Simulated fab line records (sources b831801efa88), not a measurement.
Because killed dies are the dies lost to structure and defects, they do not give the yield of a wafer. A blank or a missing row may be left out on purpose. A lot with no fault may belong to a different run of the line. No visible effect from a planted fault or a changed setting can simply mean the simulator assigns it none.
Chamber matching | flow sfq_line | cmp-02 running SFQ_TRILAYER_I7_CMP_CMP_184: 4 sister chambers
The step polishes SiO2. 4 wafers are shown with their chamber, then 7 later ones without.

## EACH WAFER AND ITS CHAMBER
wafer  | chamber | motor_current_A (A)
L993.3 | 2       | 7.5
L993.4 | 1       | 10.3
L995.3 | 0       | 10.3
L995.4 | 3       | 11.7

## WAFERS MISSING THEIR CHAMBER
wafer  | motor_current_A (A)
L995.5 | 9.9
L997.1 | 10.8
L997.2 | 10.5
L997.5 | 7.8
L105.2 | 7.8
L105.3 | 10.9
L105.5 | 8.2

## WHICH CHAMBER EACH ONE RAN IN
wafer  | from the rows above          | in truth
L995.5 | can't be placed: 0 or 1      | 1
L997.1 | can't be placed: 0 or 1 or 3 | 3
L997.2 | can't be placed: 0 or 1      | 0
L997.5 | 2                            | 2
L105.2 | 2                            | 2
L105.3 | can't be placed: 0 or 1 or 3 | 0
L105.5 | 2                            | 2
Correctly placed: 3 of 7. From these rows, 4 cannot be placed; in 4 the true chamber is one of the candidates. Number placed wrongly: 0.
How it was worked out, from the rows above alone: a wafer's distance from a chamber is the root of the sum, over the readings, of the square of ((its reading less the chamber's mean) divided by the reading's scatter). The wafer belongs to the nearest chamber; if the next one is less than 2 further off, it can't be placed. A chamber's mean is the mean of its shown wafers. The scatter (one wafer shown for each chamber): square how far every hidden wafer sits from the nearest shown wafer, average those squares and take the square root.
